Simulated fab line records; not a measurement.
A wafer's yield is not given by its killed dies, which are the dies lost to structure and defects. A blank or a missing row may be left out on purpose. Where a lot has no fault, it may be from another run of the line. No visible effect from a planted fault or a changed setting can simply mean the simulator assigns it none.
Comparing a struck lot with a sound one / flow sky130 / 43 steps out of a route of 708
Sound: wafers L264.1, L264.2, L264.5. Wafers L278.1, L278.2, L278.5 were the ones struck. Last of all comes the cause.
Each step with rows lists, per side, the tool, then ch with its chambers, then its first start. Under that, the readings that differ: sound wafers / struck wafers / difference of the means / sigmas: that difference in standard deviations of wafers without a fault.
alike: a reading whose means differ by less than 2 such deviations, as well as words and numbers matching on both sides. not compared: withheld readings; readings where some wafer has no value; bounds like >300 that might hide an equal value; numbers whose values overlap and for which the record gives no deviation.
Wherever a step has rows on one side only, a row that says differs or no value, or a row with sigmas, the two part there. Numbers that don't overlap but have no deviation are shown without sigmas and don't part them. A reading that every wafer of one side lacks parts them only if that side has two wafers or more.

first, 8 steps without rows for these wafers: SKY_METAL4_DEHYDRATE_05 (time 60 s); SKY_METAL4_HMDS_06 (prime time 60 s); SKY_METAL4_COAT_07 (resist thk 60 nm); SKY_METAL4_COAT_08 (resist thk 1140 nm); SKY_METAL4_SOFTBAKE_09 (time 90 s); SKY_METAL4_EXPOSE_10 (exposes mask MM4, target cd 300 nm); SKY_METAL4_PEB_11; SKY_METAL4_DEVELOP_12 (develop time 60 s).
SKY_METAL4_CD_MEAS_13 targets a cd of 300 nm.
  struck on cd-sem-02, day 46 16:52; sound on cd-sem-02, day 43 00:50
  alike: cd-nm
SKY_METAL4_OVL_MEAS_14:
  struck on overlay-02, day 46 16:59; sound on overlay-01, day 43 00:58
  alike: METAL4_OVL
then, 2 steps without rows for these wafers: SKY_METAL4_DESCUM_15 (chemistry O2, time 8 s); SKY_METAL4_ETCH_16 (etches BARC in N2/H2, stops on SiO2, time 88.2 s, target depth 60 nm).
SKY_METAL4_ETCH_17: etches SiO2 in C4F8/O2/Ar, stops on TiN, time 3.9 s, target depth 15 nm.
  sound on rie-diel-02 ch 2,3, day 43 01:07; struck on rie-diel-01 ch 0,1, day 46 17:08
  alike: oes-product-au
  not compared: rf-hours-counter-h
then, 1 step without rows for these wafers: SKY_METAL4_METAL_ETCH_18 (etches the open film in Cl2/BCl3, stops on SiO2, target depth 845 nm, time 175.7 s).
SKY_METAL4_STRIP_19: strips in O2/N2.
  sound on plasma-asher-02 ch 0,1, day 43 01:19; struck on plasma-asher-02 ch 0,1, day 46 17:20
  alike: drypump-motor-current-A, oes-product-au, strip-time-to-endpoint-s
  not compared: rf-hours-counter-h
then, 4 steps without rows for these wafers: SKY_METAL4_STRIP_20 (strips in post etch residue remover, time 1200 s); SKY_METAL4_CLEAN_21 (cleans in IPA, time 180 s); SKY_METAL4_CLEAN_22 (cleans in O3/DIW); SKY_VIA4_HDPCVD_00 (deposits SiO2, target thk 1750 nm, time 291.7 s).
SKY_VIA4_THK_MEAS_01:
  struck on film-metro-03, day 46 18:07; sound on film-metro-04, day 43 02:05
  alike: VIA4_HDPCVD_THK
SKY_VIA4_CMP_02: polishes SiO2.
  sound on cmp-01 ch 2,3, day 43 02:12; struck on cmp-01 ch 0,2, day 46 18:10
  alike: motor-current-A
SKY_VIA4_BOW_MEAS_03:
  struck on film-metro-04, day 46 18:28; sound on film-metro-04, day 43 02:27
  alike: VIA4_BOW
then, 7 steps without rows for these wafers: SKY_VIA4_DEHYDRATE_04 (time 60 s); SKY_VIA4_HMDS_05 (prime time 60 s); SKY_VIA4_COAT_06 (resist thk 1140 nm); SKY_VIA4_SOFTBAKE_07 (time 60 s); SKY_VIA4_EXPOSE_08 (exposes mask VIM4, target cd 800 nm); SKY_VIA4_PEB_09; SKY_VIA4_DEVELOP_10 (develop time 60 s).
SKY_VIA4_OVL_MEAS_11:
  struck on overlay-01, day 47 14:28; sound on overlay-01, day 44 00:40
  alike: VIA4_OVL
then, 1 step without rows for these wafers: SKY_VIA4_ETCH_12 (etches SiO2 in C4F8/O2/Ar, stops on TiN, target depth 580 nm).
SKY_VIA4_STRIP_13: strips in O2/N2.
  sound on plasma-asher-04 ch 0,1, day 44 00:46; struck on plasma-asher-03 ch 0,1, day 47 14:34
  alike: drypump-motor-current-A, oes-product-au, strip-time-to-endpoint-s
  not compared: rf-hours-counter-h
then, 3 steps without rows for these wafers: SKY_VIA4_STRIP_14 (strips in post etch residue remover, time 1200 s); SKY_VIA4_CLEAN_15 (cleans in IPA, time 180 s); SKY_VIA4_CLEAN_16 (cleans in O3/DIW).
SKY_VIA4_SPUTTER_17: material TiN, target thk 20 nm, time 80 s.
  struck on pvd-sputter-01, day 47 15:10; sound on pvd-sputter-03, day 44 01:22
  alike: throttle-valve-pct
then, 1 step without rows for these wafers: SKY_VIA4_CVD_18 (deposits W, target thk 505 nm, time 152.14 s).
SKY_VIA4_RS_MEAS_19: the measuring method here is four-point-probe.
  struck on film-metro-03, day 47 15:22; sound on film-metro-03, day 44 01:34
  alike: VIA4_W_RS
SKY_VIA4_THK_MEAS_20: measures by xrf.
  struck on film-metro-03, day 47 15:29; sound on film-metro-03, day 44 01:41
  alike: VIA4_W_THK
then, 2 steps without rows for these wafers: SKY_VIA4_CMP_21 (polishes, stops on SiO2, t overpolish 25 s, target thk 0 nm); SKY_METAL5_SPUTTER_00 (material Ti, target thk 15 nm, time 10 s).
SKY_METAL5_SPUTTER_01: material TiN, target thk 20 nm, time 16.7 s.
  struck on pvd-sputter-03, day 47 15:53; sound on pvd-sputter-03, day 44 02:04
  alike: throttle-valve-pct
-- the record jumps here: 2 days lie between the struck wafers' starts before and after (it left off in module METAL5 and takes up again in module PAD_OPEN, whose first step shown is number 708 of the route) --
SKY_PAD_OPEN_PROBE_99:
  the record has rows for the struck wafers here (prober-01, day 50 01:38) and none for the sound ones

WHERE THEY PART
Only at SKY_PAD_OPEN_PROBE_99, within this record.

WHY: what had been put in by the simulator
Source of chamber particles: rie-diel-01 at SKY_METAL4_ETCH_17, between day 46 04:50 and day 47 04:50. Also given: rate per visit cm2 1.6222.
